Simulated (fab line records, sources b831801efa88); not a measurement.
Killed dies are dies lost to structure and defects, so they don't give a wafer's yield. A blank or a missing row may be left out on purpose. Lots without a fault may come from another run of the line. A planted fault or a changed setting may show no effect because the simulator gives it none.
fab line records | flow sky130
record lots=5 wafers=15 last_day=49
route steps=708 shown LI_CONTACT@368 LOCAL_INTERCONNECT@387 CONTACT@406 PAD_OPEN@708
lots that met no fault: from a run of the same line without faults
start_h: hours from the record's first day to the start of the lot's first wafer shown | wait_h: hours since the lot's step before | " the same as in the row above | L1.1+2: a row that stands for several wafers | - no value, or no start given | * or withheld: withheld | < > ~ a bound
route shown NAME@n: a module of which the file shows steps, and the number in the route of the first | usual: mean/standard deviation of fault-free wafers | same: alike in all rows | chamber/n: place in a boat | sites: the reading at each site | _std_site: their standard deviation | _edge_site: outer sites' mean less inner sites' | radius_mm: how far each site lies from the wafer's centre | mask NAME#n: copy n | behind: the tool/chamber that last shaped the wafer | hold: why the lot was held/for how many hours/how that ended | device: the transistor (n, p or np) that didn't switch | end of line: the same wafers' tests at the end of the route | a step without rows: its recipe alone | killed: dies lost to structure and defects at the first sort, not the wafer's yield | map: a wafer's dies, x killed, . not, _ none there
set.NAME: the setting as run; set.NAME@STEP: as run at that earlier step | model.NAME: the simulator's own value behind a step, which no gauge read
lots at some steps of the route; a table a step, a row a wafer
services: from which hour (start_h, from the record's first day; less than 0 if before it) a tool's chamber was out of use, for how many hours, and why
## steps
# step SKY_LI_CONTACT_COAT_06
# recipe resist=BARC temp_c=withheld time_s=withheld spin_rpm=3000 resist_thk_nm=60
# step SKY_LI_CONTACT_COAT_07
# recipe resist=KrF-thick spin_rpm=3000 resist_thk_nm=450
# step SKY_LI_CONTACT_SOFTBAKE_08
# recipe temp_c=100 time_s=90 resist=KrF-thick
# step SKY_LI_CONTACT_EXPOSE_09
# recipe mask_id=LICM1 na=0.8 source_shape=annular sigma_inner=0.55 sigma_outer=0.85 target_cd_nm=170 dose_mj=38
# step SKY_LI_CONTACT_PEB_10
# recipe peb_temp_c=withheld peb_time_s=withheld resist=KrF-thick
# step SKY_LI_CONTACT_DEVELOP_11
# recipe develop_time_s=60 resist=KrF-thick dev_temp_c=21
# step SKY_LI_CONTACT_CD_MEAS_12
# recipe target_cd_nm=170
# usual cd_nm=169.8/1.3
# columns lot.wafer tool chamber start_h wait_h cd_nm
L639.1 cd_sem-01 - 700.93 - 170.1
L639.5 " - " " 168.5
L639.6 " - " " 169.9
L645.1 cd_sem-02 - 748.91 - 171.6
L645.4 " - " " 171.1
L645.6 " - " " 170.4
L649.2 cd_sem-01 - 785.24 - 169.6
L649.5 " - " " 170.2
L649.6 " - " " 170.8
L650.2 cd_sem-01 - 786.73 - 169.1
L650.3 " - " " 170.0
L650.5 " - " " 169.6
L653.1 cd_sem-02 - 805.67 - 171.8
L653.2 " - " " 173.0
L653.4 " - " " 171.6
# step SKY_LI_CONTACT_OVL_MEAS_13
# usual LI_CONTACT_OVL=0/5.8
# columns lot.wafer tool chamber start_h wait_h LI_CONTACT_OVL[nm]
L639.1 overlay-02 - 701.05 0.1 3
L639.5 " - " " 5
L639.6 " - " " 6
L645.1 overlay-02 - 749.03 0.1 2
L645.4 " - " " 6
L645.6 " - " " 4
L649.2 overlay-02 - 785.35 0.1 2
L649.5 " - " " 1
L649.6 " - " " 3
L650.2 overlay-01 - 786.83 0.1 -3
L650.3 " - " " 2
L650.5 " - " " -3
L653.1 overlay-02 - 805.79 0.1 -4
L653.2 " - " " -5
L653.4 " - " " -5
# step SKY_LI_CONTACT_ETCH_14
# recipe chemistry=N2/H2 target=BARC ion_energy_ev=200 source_w=500 bias_w=100 pressure_mtorr=30 n2_flow_sccm=100 h2_flow_sccm=200 stop_on=SiO2 time_s=45.9 target_depth_a=600
# usual drypump_motor_current_A=5.4/0.53 oes_product_au=0.855/0.0048 throttle_valve_pct=13.224/0.0085
# columns lot.wafer tool chamber start_h wait_h drypump_motor_current_A oes_product_au rf_hours_counter_h throttle_valve_pct
L639.1 rie_diel-03 2 701.08 0.0 4.8 0.855 21 13.224
L639.5 " 2 " " 4.9 0.856 - 13.217
L639.6 " 1 " " 6.2 0.855 - 13.212
L645.1 rie_diel-03 0 749.06 0.0 5.2 0.856 1 13.239
L645.4 " 3 " " 4.7 0.858 10 13.233
L645.6 " 2 " " 4.9 0.859 - 13.241
L649.2 rie_diel-03 3 785.38 0.0 4.7 0.863 11 13.223
L649.5 " 3 " " 4.7 0.854 - 13.235
L649.6 " 0 " " 5.2 0.855 - 13.238
L650.2 rie_diel-01 3 786.86 0.0 5.2 0.863 4 13.225
L650.3 " 0 " " 5.1 0.861 - 13.214
L650.5 " 0 " " 5.1 0.858 - 13.220
L653.1 rie_diel-04 2 805.83 0.0 5.4 0.848 18 13.225
L653.2 " 3 " " 5.8 0.855 32 13.216
L653.4 " 0 " " 6.0 0.858 11 13.198
# step SKY_LI_CONTACT_ETCH_15
# recipe target=PSG chemistry=C4F8/O2/Ar stop_on=Si taper_deg=4.15 mask_material=KrF-thick source_w=1500 bias_w=1200 pressure_mtorr=40 c4f8_flow_sccm=withheld O2_flow_sccm=6 Ar_flow_sccm=300 time_s=withheld target_depth_a=6000
# step SKY_LI_CONTACT_STRIP_16
# recipe chemistry=O2/N2 power_w=1400 pressure_mtorr=1500 platen_temp_c=withheld o2_flow_sccm=3000 n2_flow_sccm=300 overash_fraction=0.5
# step SKY_LI_CONTACT_CLEAN_17
# recipe chemistry=NMP time_s=600 temp_c=60 dry=n2_spin
# step SKY_LI_CONTACT_PRE_CLEAN_18
# recipe gas=Ar time_s=5.6 bias_v=358
# columns lot.wafer tool chamber start_h wait_h
L639.1+5+6 pvd_sputter-02 - 701.48 0.0
L645.1+4+6 pvd_sputter-03 - 749.48 0.0
L649.2+5+6 pvd_sputter-03 - 785.78 0.0
L650.2+3+5 pvd_sputter-04 - 787.33 0.0
L653.1+2+4 pvd_sputter-04 - 806.23 0.0
# step SKY_LI_CONTACT_SPUTTER_19
# recipe material=Ti target_thk_nm=20 chamber_pressure_pa=5 power_w=2500 substrate_temp_c=200 time_s=106.37
# usual cathode_dc_power_W=2500.0/0.48 throttle_valve_pct=30.2/0.75
# columns lot.wafer tool chamber start_h wait_h cathode_dc_power_W throttle_valve_pct
L639.1 pvd_sputter-02 - 701.50 0.0 2499.4 28.7
L639.5 " - " " 2499.8 30.0
L639.6 " - " " 2500.4 29.0
L645.1 pvd_sputter-03 - 749.50 0.0 2500.5 29.6
L645.4 " - " " 2500.2 29.3
L645.6 " - " " 2500.2 29.5
L649.2 pvd_sputter-03 - 785.80 0.0 2499.6 30.2
L649.5 " - " " 2499.8 29.4
L649.6 " - " " 2499.7 30.4
L650.2 pvd_sputter-04 - 787.35 0.0 2499.7 30.9
L650.3 " - " " 2499.2 30.0
L650.5 " - " " 2500.9 30.8
L653.1 pvd_sputter-04 - 806.25 0.0 2500.0 31.2
L653.2 " - " " 2499.0 30.8
L653.4 " - " " 2499.9 30.0
# step SKY_LI_CONTACT_SPUTTER_20
# recipe material=TiN target_thk_nm=20 chamber_pressure_pa=5 power_w=4000 time_s=80
# step SKY_LI_CONTACT_CVD_21
# recipe material=W target_thk_nm=400 time_s=120.56 temp_c=400 pressure_torr=40
# step SKY_LI_CONTACT_RS_MEAS_22
# recipe thk_meas_gauge=four-point-probe reads=W_of_LI_CONTACT_CVD_21+TiN_of_LI_CONTACT_SPUTTER_20+Ti_of_LI_CONTACT_SPUTTER_19
# usual LI_CONTACT_W_RS=0.279/0.0056
# columns lot.wafer tool chamber start_h wait_h LI_CONTACT_W_RS[ohm/sq]
L639.1 film_metro-03 - 701.77 0.1 0.272
L639.5 " - " " 0.278
L639.6 " - " " 0.270
L645.1 film_metro-03 - 749.76 0.1 0.279
L645.4 " - " " 0.280
L645.6 " - " " 0.286
L649.2 film_metro-02 - 786.08 0.1 0.282
L649.5 " - " " 0.284
L649.6 " - " " 0.286
L650.2 film_metro-02 - 787.63 0.1 0.280
L650.3 " - " " 0.286
L650.5 " - " " 0.287
L653.1 film_metro-03 - 806.51 0.1 0.287
L653.2 " - " " 0.281
L653.4 " - " " 0.281
# step SKY_LI_CONTACT_THK_MEAS_23
# recipe thk_meas_gauge=xrf reads=W_of_LI_CONTACT_CVD_21
# usual LI_CONTACT_W_THK=420/8.7
# columns lot.wafer tool chamber start_h wait_h LI_CONTACT_W_THK[nm]
L639.1 film_metro-03 - 701.89 0.1 440
L639.5 " - " " 427
L639.6 " - " " 438
L645.1 film_metro-03 - 749.88 0.1 425
L645.4 " - " " 424
L645.6 " - " " 417
L649.2 film_metro-02 - 786.19 0.1 416
L649.5 " - " " 413
L649.6 " - " " 412
L650.2 film_metro-02 - 787.74 0.1 419
L650.3 " - " " 411
L650.5 " - " " 407
L653.1 film_metro-03 - 806.63 0.1 409
L653.2 " - " " 413
L653.4 " - " " 415
# step SKY_LI_CONTACT_CMP_24
# recipe stop_on=PSG t_overpolish_s=20 down_force_psi=3.5 platen_rpm=60 target_thk_nm=0 pad_velocity_m_s=0.94248
# usual motor_current_A=11.2/0.9 overpolish_run_s=20.000/0.009 platen_rpm=60.00/0.04 time_to_endpoint_s=97/4
# columns lot.wafer tool chamber start_h wait_h motor_current_A overpolish_run_s platen_rpm time_to_endpoint_s
L639.1 cmp-02 3 702.10 0.2 11.1 20.013 60.02 98
L639.5 " 0 " " 11.7 20.004 60.04 97
L639.6 " 1 " " 9.8 20.014 60.00 102
L645.1 cmp-01 0 749.99 0.1 10.2 19.993 60.00 97
L645.4 " 1 " " 11.8 20.000 60.01 91
L645.6 " 3 " " 11.2 20.003 60.09 96
L649.2 cmp-02 0 786.39 0.2 10.8 19.995 60.05 98
L649.6 " 1 " " 9.9 20.000 60.06 100
L649.5 " 2 " " 13.0 20.004 59.98 101
L650.3 cmp-02 0 787.79 0.0 11.1 19.994 59.97 99
L650.2 " 3 " " 10.7 20.005 60.09 101
L650.5 " 1 " " 9.9 20.007 60.04 102
L653.1 cmp-01 2 806.69 0.1 12.6 20.014 60.00 98
L653.4 " 3 " " 11.7 20.013 59.97 97
L653.2 " 1 " " 11.6 20.002 60.06 90
# step SKY_LOCAL_INTERCONNECT_SPUTTER_00
# recipe material=TiN target_thk_nm=100 temp_c=300 power_w=6500 time_s=83.3 chamber_pressure_pa=0.4
# step SKY_LOCAL_INTERCONNECT_RS_MEAS_01
# recipe thk_meas_gauge=four-point-probe reads=TiN_of_LOCAL_INTERCONNECT_SPUTTER_00
# usual LOCAL_INTERCONNECT_TIN_RS=14.12/0.17
# columns lot.wafer tool chamber start_h wait_h LOCAL_INTERCONNECT_TIN_RS[ohm/sq]
L639.1 film_metro-04 - 702.31 0.0 13.92
L639.5 " - " " 14.22
L639.6 " - " " 13.95
L645.1 film_metro-01 - 750.31 0.0 14.01
L645.4 " - " " 14.23
L645.6 " - " " 14.20
L649.2 film_metro-03 - 786.62 0.1 13.94
L649.5 " - " " 14.01
L649.6 " - " " 14.14
L650.2 film_metro-01 - 788.18 0.1 14.13
L650.3 " - " " 14.09
L650.5 " - " " 14.08
L653.1 film_metro-01 - 807.06 0.0 14.27
L653.2 " - " " 14.16
L653.4 " - " " 14.15
# step SKY_LOCAL_INTERCONNECT_THK_MEAS_02
# recipe thk_meas_gauge=xrf reads=TiN_of_LOCAL_INTERCONNECT_SPUTTER_00
# usual LOCAL_INTERCONNECT_TIN_THK=97.5/1.3
# columns lot.wafer tool chamber start_h wait_h LOCAL_INTERCONNECT_TIN_THK[nm]
L639.1 film_metro-04 - 702.43 0.1 99.0
L639.5 " - " " 96.9
L639.6 " - " " 99.0
L645.1 film_metro-01 - 750.43 0.1 98.7
L645.4 " - " " 97.2
L645.6 " - " " 96.9
L649.2 film_metro-03 - 786.73 0.1 98.1
L649.5 " - " " 97.7
L649.6 " - " " 96.7
L650.2 film_metro-01 - 788.29 0.1 98.0
L650.3 " - " " 97.9
L650.5 " - " " 98.1
L653.1 film_metro-01 - 807.18 0.1 96.8
L653.2 " - " " 97.9
L653.4 " - " " 97.9
# step SKY_LOCAL_INTERCONNECT_DEHYDRATE_03
# recipe temp_c=200 time_s=60
# step SKY_LOCAL_INTERCONNECT_HMDS_04
# recipe prime_time_s=60 prime_temp_c=120
# step SKY_LOCAL_INTERCONNECT_COAT_05
# recipe resist=BARC temp_c=withheld time_s=withheld spin_rpm=3000 resist_thk_nm=60
# step SKY_LOCAL_INTERCONNECT_COAT_06
# recipe resist=KrF-thick spin_rpm=3000 resist_thk_nm=450
# step SKY_LOCAL_INTERCONNECT_SOFTBAKE_07
# recipe temp_c=100 time_s=90 resist=KrF-thick
# step SKY_LOCAL_INTERCONNECT_EXPOSE_08
# recipe mask_id=LI1M na=0.8 source_shape=annular sigma_inner=0.55 sigma_outer=0.85 target_cd_nm=170 dose_mj=28
# step SKY_LOCAL_INTERCONNECT_PEB_09
# recipe peb_temp_c=withheld peb_time_s=withheld resist=KrF-thick
# step SKY_LOCAL_INTERCONNECT_DEVELOP_10
# recipe develop_time_s=60 resist=KrF-thick dev_temp_c=21
# step SKY_LOCAL_INTERCONNECT_CD_MEAS_11
# recipe target_cd_nm=170
# usual cd_nm=169.4/1.7
# columns lot.wafer tool chamber start_h wait_h cd_nm
L639.1 cd_sem-01 - 730.67 - 171.8
L639.5 " - " " 171.6
L639.6 " - " " 171.2
L645.1 cd_sem-01 - 777.29 - 170.4
L645.4 " - " " 170.0
L645.6 " - " " 170.5
L649.2 cd_sem-02 - 813.24 - 171.3
L649.5 " - " " 169.9
L649.6 " - " " 169.8
L650.2 cd_sem-02 - 815.14 - 171.7
L650.3 " - " " 170.9
L650.5 " - " " 171.7
L653.1 cd_sem-02 - 832.92 - 170.4
L653.2 " - " " 170.5
L653.4 " - " " 168.9
# step SKY_LOCAL_INTERCONNECT_OVL_MEAS_12
# usual LOCAL_INTERCONNECT_OVL=1/5
# columns lot.wafer tool chamber start_h wait_h LOCAL_INTERCONNECT_OVL[nm]
L639.1 overlay-02 - 730.79 0.1 7
L639.5 " - " " 8
L639.6 " - " " 5
L645.1 overlay-01 - 777.41 0.1 11
L645.4 " - " " 10
L645.6 " - " " 8
L649.2 overlay-01 - 813.35 0.1 2
L649.5 " - " " 3
L649.6 " - " " 3
L650.2 overlay-01 - 815.25 0.1 2
L650.3 " - " " 4
L650.5 " - " " 6
L653.1 overlay-01 - 833.04 0.1 2
L653.2 " - " " -3
L653.4 " - " " -5
# step SKY_LOCAL_INTERCONNECT_ETCH_13
# recipe chemistry=N2/H2 target=BARC ion_energy_ev=200 bias_w=100 pressure_mtorr=30 n2_flow_sccm=100 h2_flow_sccm=200 icp_w=500 stop_on=SiO2 time_s=45.9 target_depth_a=600
# usual drypump_motor_current_A=5.8/0.37 oes_product_au=0.855/0.0047 throttle_valve_pct=13.224/0.0089
# columns lot.wafer tool chamber start_h wait_h drypump_motor_current_A oes_product_au rf_hours_counter_h throttle_valve_pct
L639.1 rie_metal-02 0 730.83 0.0 5.7 0.857 9 13.219
L639.5 " 1 " " 5.3 0.860 - 13.224
L639.6 " 0 " " 5.7 0.856 - 13.226
L645.1 rie_metal-02 0 777.44 0.0 5.8 0.852 10 13.228
L645.4 " 1 " " 5.3 0.857 - 13.214
L645.6 " 1 " " 5.3 0.848 - 13.224
L649.2 rie_metal-04 0 813.38 0.0 5.5 0.858 16 13.216
L649.5 " 0 " " 5.5 0.843 - 13.213
L649.6 " 1 " " 5.5 0.856 - 13.229
L650.2 rie_metal-02 0 815.28 0.0 5.7 0.854 12 13.220
L650.3 " 0 " " 5.8 0.851 - 13.226
L650.5 " 1 " " 5.3 0.856 - 13.235
L653.1 rie_metal-02 1 833.08 0.0 5.3 0.861 3 13.212
L653.2 " 0 " " 5.7 0.846 12 13.233
L653.4 " 1 " " 5.3 0.858 - 13.210
# step SKY_LOCAL_INTERCONNECT_METAL_ETCH_14
# recipe target_depth_nm=110 stop_on=PSG chemistry=Cl2/BCl3 target=TiN resist_sidewall_deg=88 pressure_mtorr=10 icp_w=900 bias_w=48.5 Cl2_flow_sccm=60 bcl3_flow_sccm=30 time_s=31.4
# step SKY_LOCAL_INTERCONNECT_STRIP_15
# recipe chemistry=O2/N2 power_w=1400 pressure_mtorr=1500 platen_temp_c=withheld o2_flow_sccm=3000 n2_flow_sccm=300 overash_fraction=0.5
# usual drypump_motor_current_A=5.91/0.28 oes_product_au=0.427/0.0046 strip_time_to_endpoint_s=4.724/0.025
# columns lot.wafer tool chamber start_h wait_h drypump_motor_current_A oes_product_au rf_hours_counter_h strip_time_to_endpoint_s
L639.1 plasma_asher-04 1 730.94 0.0 5.68 0.433 62 4.688
L639.5 " 1 " " 5.63 0.435 - 4.736
L639.6 " 0 " " 6.09 0.429 - 4.704
L645.1 plasma_asher-03 1 777.56 0.0 5.52 0.423 34 4.684
L645.4 " 1 " " 5.47 0.432 - 4.750
L645.6 " 0 " " 6.15 0.430 - 4.747
L649.2 plasma_asher-03 0 813.49 0.0 6.15 0.423 38 4.698
L649.5 " 0 " " 6.14 0.431 - 4.712
L649.6 " 1 " " 5.50 0.423 - 4.705
L650.2 plasma_asher-02 0 815.39 0.0 5.99 0.422 8 4.696
L650.3 " 0 " " 6.00 0.422 - 4.693
L650.5 " 0 " " 5.98 0.433 - 4.729
L653.1 plasma_asher-04 1 833.19 0.0 5.66 0.437 74 4.775
L653.2 " 0 " " 6.09 0.420 74 4.699
L653.4 " 1 " " 5.64 0.432 - 4.737
# step SKY_LOCAL_INTERCONNECT_STRIP_16
# recipe chemistry=post_etch_residue_remover time_s=1200 temp_c=72.5
# step SKY_LOCAL_INTERCONNECT_CLEAN_17
# recipe chemistry=IPA time_s=180 temp_c=25
# step SKY_LOCAL_INTERCONNECT_CLEAN_18
# recipe chemistry=O3/DIW dry=n2_spin
# step SKY_CONTACT_CVD_00
# recipe material=Si3N4 target_thk_nm=75 temp_c=400 time_s=withheld rf_w=450
# step SKY_CONTACT_THK_MEAS_01
# recipe reads=Si3N4_of_CONTACT_CVD_00
# usual CONTACT_CVD_00_THK=74.8/1.1
# columns lot.wafer tool chamber start_h wait_h CONTACT_CVD_00_THK[nm]
L639.1 film_metro-01 - 731.66 - 75.0
L639.5 " - " " 76.0
L639.6 " - " " 75.5
L645.1 film_metro-02 - 778.18 - 75.6
L645.4 " - " " 75.6
L645.6 " - " " 75.1
L649.2 film_metro-01 - 814.13 - 74.8
L649.5 " - " " 74.1
L649.6 " - " " 75.8
L650.2 film_metro-01 - 816.07 - 73.6
L650.3 " - " " 74.8
L650.5 " - " " 74.9
L653.1 film_metro-01 - 833.82 - 73.2
L653.2 " - " " 74.1
L653.4 " - " " 74.7
# step SKY_CONTACT_HDPCVD_02
# recipe material=SiO2 target_thk_nm=565 sigma_open_frac=0.3 time_s=94.2 temp_c=600 sih4_flow_sccm=60 pressure_mtorr=6
# step SKY_CONTACT_THK_MEAS_03
# recipe reads=SiO2_of_CONTACT_HDPCVD_02
# usual CONTACT_HDPCVD_THK=564/8
# columns lot.wafer tool chamber start_h wait_h CONTACT_HDPCVD_THK[nm]
L639.1 film_metro-02 - 731.79 0.0 573
L639.5 " - " " 566
L639.6 " - " " 563
L645.1 film_metro-02 - 778.31 0.0 563
L645.4 " - " " 563
L645.6 " - " " 555
L649.2 film_metro-01 - 814.26 0.0 561
L649.5 " - " " 560
L649.6 " - " " 562
L650.2 film_metro-02 - 816.20 0.0 559
L650.3 " - " " 561
L650.5 " - " " 558
L653.1 film_metro-02 - 833.95 0.0 566
L653.2 " - " " 574
L653.4 " - " " 578
# step SKY_PAD_OPEN_PROBE_99
# usual killed_at_M0_to_M3=42/6.1 killed_at_M4_up=3.1/1.7 killed_at_contacts=24/5.5 killed_at_front_end=16/4.1 killed_at_other=0.3/0.57 killed_dies=86/8.2 killed_open=47/6.8 killed_short=38/5.8
# same gross_dies=492 killed_at_back_side=0
# columns lot.wafer tool chamber start_h wait_h killed_at_M0_to_M3 killed_at_M4_up killed_at_contacts killed_at_front_end killed_at_other killed_dies killed_open killed_short
L639.1 prober-01 - 1095.60 0.1 48 1 20 16 0 85 50 35
L639.5 prober-01 - 1095.80 0.2 51 7 27 18 0 103 51 52
L639.6 prober-01 - 1095.85 0.2 41 2 27 17 0 87 47 40
L645.1 prober-01 - 1127.99 0.1 49 5 39 7 0 100 61 37
L645.4 prober-01 - 1128.14 0.2 32 3 25 22 0 82 39 43
L645.6 prober-01 - 1128.24 0.2 42 1 23 12 1 79 39 37
L649.2 prober-01 - 1153.79 0.1 38 3 25 21 0 87 48 38
L649.5 prober-01 - 1153.94 0.2 49 2 22 19 0 92 48 43
L649.6 prober-01 - 1153.99 0.2 44 3 22 11 0 80 40 38
L650.2 prober-02 - 1156.28 0.1 51 3 24 16 0 94 50 44
L650.3 prober-02 - 1156.33 0.2 50 2 24 18 0 94 55 39
L650.5 prober-02 - 1156.43 0.2 39 2 31 14 1 87 53 34
L653.1 prober-01 - 1168.19 0.1 34 3 84 6 0 127 37 32
L653.2 prober-01 - 1168.24 0.1 49 5 22 22 0 98 49 48
L653.4 prober-01 - 1168.34 0.2 45 4 28 23 0 100 53 47
# killed by level:class
L639.1 VIA1:geometric_particle:open=14 VIA2:geometric_particle:open=9 VIA3:geometric_particle:open=5 LOCAL_INTERCONNECT:geometric_particle:short=5 POLY_GATE:geometric_particle:open=5 LI_CONTACT:geometric_particle:open=5 METAL1:geometric_particle:short=5 FIELD_ISO:geometric_particle:open=4
L639.5 VIA1:geometric_particle:open=12 VIA2:geometric_particle:open=10 LI_CONTACT:geometric_particle:open=9 POLY_GATE:geometric_particle:short=7 LOCAL_INTERCONNECT:geometric_particle:short=7 METAL1:geometric_particle:short=7 METAL2:geometric_particle:short=6 METAL4:geometric_particle:short=6
L639.6 VIA1:geometric_particle:open=10 CONTACT:geometric_particle:open=9 LI_CONTACT:geometric_particle:open=6 VIA2:geometric_particle:open=6 LOCAL_INTERCONNECT:geometric_particle:short=5 FIELD_ISO:geometric_particle:open=4 POLY_GATE:geometric_particle:short=4 METAL2:geometric_particle:short=4
L645.1 CONTACT:geometric_particle:open=20 VIA1:geometric_particle:open=9 VIA2:geometric_particle:open=8 LI_CONTACT:geometric_particle:open=7 CONTACT:geometric_particle:short=7 METAL1:geometric_particle:short=6 METAL2:geometric_particle:short=6 VIA3:geometric_particle:open=6
L645.4 VIA1:geometric_particle:open=8 FIELD_ISO:geometric_particle:open=7 POLY_GATE:geometric_particle:short=7 CONTACT:geometric_particle:open=7 LI_CONTACT:geometric_particle:open=6 FIELD_ISO:geometric_particle:short=5 LOCAL_INTERCONNECT:geometric_particle:short=5 CONTACT:geometric_particle:short=5
L645.6 VIA3:geometric_particle:short=8 CONTACT:geometric_particle:open=7 VIA1:geometric_particle:open=7 METAL2:geometric_particle:short=6 POLY_GATE:geometric_particle:open=5 METAL1:geometric_particle:short=5 VIA3:geometric_particle:open=5 FIELD_ISO:geometric_particle:open=4
L649.2 CONTACT:geometric_particle:open=8 FIELD_ISO:geometric_particle:open=6 LI_CONTACT:geometric_particle:open=6 METAL2:geometric_particle:short=6 CONTACT:geometric_particle:short=6 VIA3:geometric_particle:open=5 VIA1:geometric_particle:short=5 VIA1:geometric_particle:open=5
L649.5 VIA1:geometric_particle:open=13 CONTACT:geometric_particle:open=11 METAL1:geometric_particle:short=9 METAL2:geometric_particle:short=8 VIA2:geometric_particle:open=7 POLY_GATE:geometric_particle:short=6 LI_CONTACT:geometric_particle:open=6 FIELD_ISO:geometric_particle:open=4
L649.6 VIA3:geometric_particle:open=10 VIA1:geometric_particle:open=9 LOCAL_INTERCONNECT:geometric_particle:short=7 METAL2:geometric_particle:short=7 CONTACT:geometric_particle:short=6 CONTACT:geometric_particle:open=5 LI_CONTACT:geometric_particle:open=4 METAL1:geometric_particle:short=4
L650.2 LI_CONTACT:geometric_particle:open=12 VIA3:geometric_particle:open=12 METAL2:geometric_particle:short=10 VIA2:geometric_particle:short=9 CONTACT:geometric_particle:open=7 VIA1:geometric_particle:open=7 FIELD_ISO:geometric_particle:open=5 FIELD_ISO:geometric_particle:short=4
L650.3 VIA1:geometric_particle:open=12 LI_CONTACT:geometric_particle:open=11 CONTACT:geometric_particle:open=8 VIA3:geometric_particle:short=7 FIELD_ISO:geometric_particle:open=6 VIA1:geometric_particle:short=5 VIA2:geometric_particle:open=5 METAL2:geometric_particle:short=5
L650.5 CONTACT:geometric_particle:open=12 VIA1:geometric_particle:open=11 LI_CONTACT:geometric_particle:open=8 VIA3:geometric_particle:open=8 LOCAL_INTERCONNECT:geometric_particle:short=7 FIELD_ISO:geometric_particle:short=6 VIA2:geometric_particle:open=6 CONTACT:geometric_particle:short=4
L653.1 LI_CONTACT:unspecified=58 CONTACT:geometric_particle:open=10 VIA1:geometric_particle:open=9 CONTACT:geometric_particle:short=7 FIELD_ISO:geometric_particle:open=4 LOCAL_INTERCONNECT:geometric_particle:short=4 VIA1:geometric_particle:short=4 METAL2:geometric_particle:short=4
L653.2 VIA1:geometric_particle:open=10 METAL1:geometric_particle:short=8 METAL2:geometric_particle:short=7 FIELD_ISO:geometric_particle:short=6 VIA3:geometric_particle:open=6 LI_CONTACT:geometric_particle:open=5 LOCAL_INTERCONNECT:geometric_particle:short=5 CONTACT:geometric_particle:open=5
L653.4 VIA1:geometric_particle:open=10 CONTACT:geometric_particle:open=9 POLY_GATE:geometric_particle:open=8 VIA1:geometric_particle:short=8 CONTACT:geometric_particle:short=7 VIA3:geometric_particle:open=7 VIA2:geometric_particle:open=7 FIELD_ISO:geometric_particle:open=6
# map L653.1 (x killed, . not)
__________.........x_________
________..........x..._______
______.x.xx...x........._____
_____.x.x................____
____.x.x...x..............___
___...x.....x.x.....x.x..x.__
__x.......x....xx.x..xxxx.x._
_.....x............xxx.xxxx..
_...x..x..x.....x.xxxxxxxxx..
_......x..........xxxxxxxxxx.
_x..x.......x......xxxxxxxx..
_x........x.x.xxxxxxxxxxx.xxx
_x....x............xx.xx.xxx.
_...x.....x......x...xx.x.xxx
_....x..x...............x..x.
__.x............x..........._
___x.x.....................__
____...........x.....x..x.___
_____.x....xx............____
______..x..xx..........._____
________.xx...x....x.._______
__________.....x...._________
# map L650.2 (x killed, . not)
__________..x...x..x_________
________.......x...x.._______
______.xx.............x._____
_____x..x.x..x..x.xx.x...____
____...x..x.x....x........___
___......x...xx....x...x...__
__.x....................x.x._
_..x..x...............x..xx..
_...x...x......xx.x.....x....
_.xx...........x.......xxx...
_.x.....xx.xx.x.........x....
_x.......x.................x.
_..........................x.
_.x....x................x...x
_....x.x..x................x.
__.x...x.x....xxx...xx......_
___.........xx.x....x.x....__
____.x.x...........x.....x___
_____...x.xx........x..x.____
______.................._____
________x.x.........xx_______
__________x.x.x..x.._________
## services
# columns tool chamber start_h hours kind
plasma_asher-03 - 679.66 13.8 repair
cmp-01 - 682.50 0.6 repair
plasma_asher-03 - 690.06 6.2 repair
rie_diel-01 2 699.38 6.4 repair
rie_diel-04 - 702.24 0.9 repair
cmp-01 - 704.61 3.4 pm
plasma_asher-02 - 717.47 2.9 repair
plasma_asher-02 - 719.44 5.1 repair
plasma_asher-02 - 733.75 9.0 pm
cmp-02 - 736.67 6.9 pm
rie_diel-03 2 740.72 3.3 repair
plasma_asher-02 - 743.34 0.6 repair
cmp-02 - 744.06 4.0 pm
cmp-02 - 749.93 3.9 repair
pvd_sputter-04 - 753.22 3.7 repair
rie_diel-01 2 753.47 30.5 repair
rie_metal-02 - 755.01 14.0 repair
rie_diel-03 2 755.14 17.2 repair
plasma_asher-02 - 770.84 3.6 repair
pvd_sputter-03 - 771.79 1.0 repair
rie_diel-03 1 781.05 2.6 repair
pvd_sputter-02 - 781.91 27.5 repair
rie_diel-01 2 786.53 10.6 repair
cmp-01 - 822.69 1.9 repair
## key
first_sign step=SKY_PAD_OPEN_PROBE_99 reading=killed_at_contacts direction=up sigmas=11 usual=24 struck=84
effect step=SKY_PAD_OPEN_PROBE_99 reading=killed_dies direction=up sigmas=5 usual=86 struck=127
met_at SKY_LI_CONTACT_PRE_CLEAN_18
struck_wafers L653.1
tester_left_out L653
onset_between 787.33 806.23
fault kind=chamber_particle_source tool=pvd_sputter-04 chamber=- onset_h=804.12 steps=SKY_LI_CONTACT_PRE_CLEAN_18 rate_per_visit_cm2=1.1123 end_h=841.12 scope=struck_wafers_only
# tester_left_out: of these lots the tester's yield and bins aren't shown, on N5 and GAA mostly nor the transistor test; their killed dies are dies lost to structure and defects alone, not to doping, threshold or leakage, so they don't give the yield
